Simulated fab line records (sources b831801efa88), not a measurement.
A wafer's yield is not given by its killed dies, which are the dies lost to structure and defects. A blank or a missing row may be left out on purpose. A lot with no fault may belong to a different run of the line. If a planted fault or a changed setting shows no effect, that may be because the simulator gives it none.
One fault seen from 2 desks / flow sky130 / what lay behind the numbers comes last; until then each desk has only its own

THE METROLOGY DESK
What the gauges read for every lot (on any tool): the sampled wafers with a number, averaged. Any lot whose mean is over 4 standard deviations away from the usual mean is out of limits and marked OUT; that distance is given in the brackets.
Columns: A = cd-nm at SKY_LOCAL_INTERCONNECT_CD_MEAS_11, usual 169.5 nm
lot=L334; first seen here=day 30 13:19; A=170.1
lot=L335; first seen here=day 30 19:25; A=169.0
lot=L336; first seen here=day 30 23:30; A=169.5
lot=L337; first seen here=day 31 16:25; A=167.4
lot=L338; first seen here=day 32 02:23; A=170.2
lot=L341; first seen here=day 32 23:45; A=170.1
lot=L342; first seen here=day 33 11:01; A=169.7
lot=L343; first seen here=day 33 20:31; A=168.7
lot=L345; first seen here=day 34 08:40; A=136.1 (-22) OUT
lot=L348; first seen here=day 35 10:42; A=171.2
lot=L352; first seen here=day 36 18:29; A=170.4
lot=L354; first seen here=day 36 20:31; A=167.7
lot=L355; first seen here=day 37 09:15; A=169.5
This desk's finding: out of limits on L345; first on L345, day 34 08:40 (cd-nm at SKY_LOCAL_INTERCONNECT_CD_MEAS_11). L334, L335, L336, L337, L338, L341, L342, L343, L348, L352, L354, L355 stayed within limits.

THE TOOL OWNER'S DESK: krf-scanner-01
The tool's own readings at SKY_LOCAL_INTERCONNECT_EXPOSE_08 (exposes mask LI1M, target cd 170 nm): means of the sampled wafers that have a number, for each lot that ran on this tool. Any lot whose mean is over 4 standard deviations away from the usual mean is out of limits and marked OUT; that distance is given in the brackets.
Columns: A = reticle-temp-C at SKY_LOCAL_INTERCONNECT_EXPOSE_08, usual 22.97 C
lot=L334; first seen here=day 29 23:06; A=22.91
lot=L335; first seen here=day 30 05:52; A=22.93
lot=L336; first seen here=day 30 10:12; A=23.03
lot=L337; first seen here=day 31 02:25; A=23.09
lot=L338; first seen here=day 31 12:55; A=22.90
lot=L342; first seen here=day 32 22:42; A=22.96
lot=L345; first seen here=day 33 20:10; A=23.06
Result from this desk: across the 7 lots, nothing is out of limits.

PUT TOGETHER
At day 34 08:40 the metrology desk could have sounded an alarm, on L345.
The tool owner's desk saw nothing out of limits.
Tool owner's desk: L345 on record, inside its limits.
SKY_LOCAL_INTERCONNECT_EXPOSE_08 was run on krf-scanner-01 by each of the lots named.

WHAT WAS PUT IN BY THE SIMULATOR
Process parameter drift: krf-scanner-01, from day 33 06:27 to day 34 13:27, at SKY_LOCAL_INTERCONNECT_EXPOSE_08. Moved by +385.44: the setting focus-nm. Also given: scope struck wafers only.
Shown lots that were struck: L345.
Per desk, hours elapsed from the start of the fault to the first reading out of limits: for the metrology desk, 26.
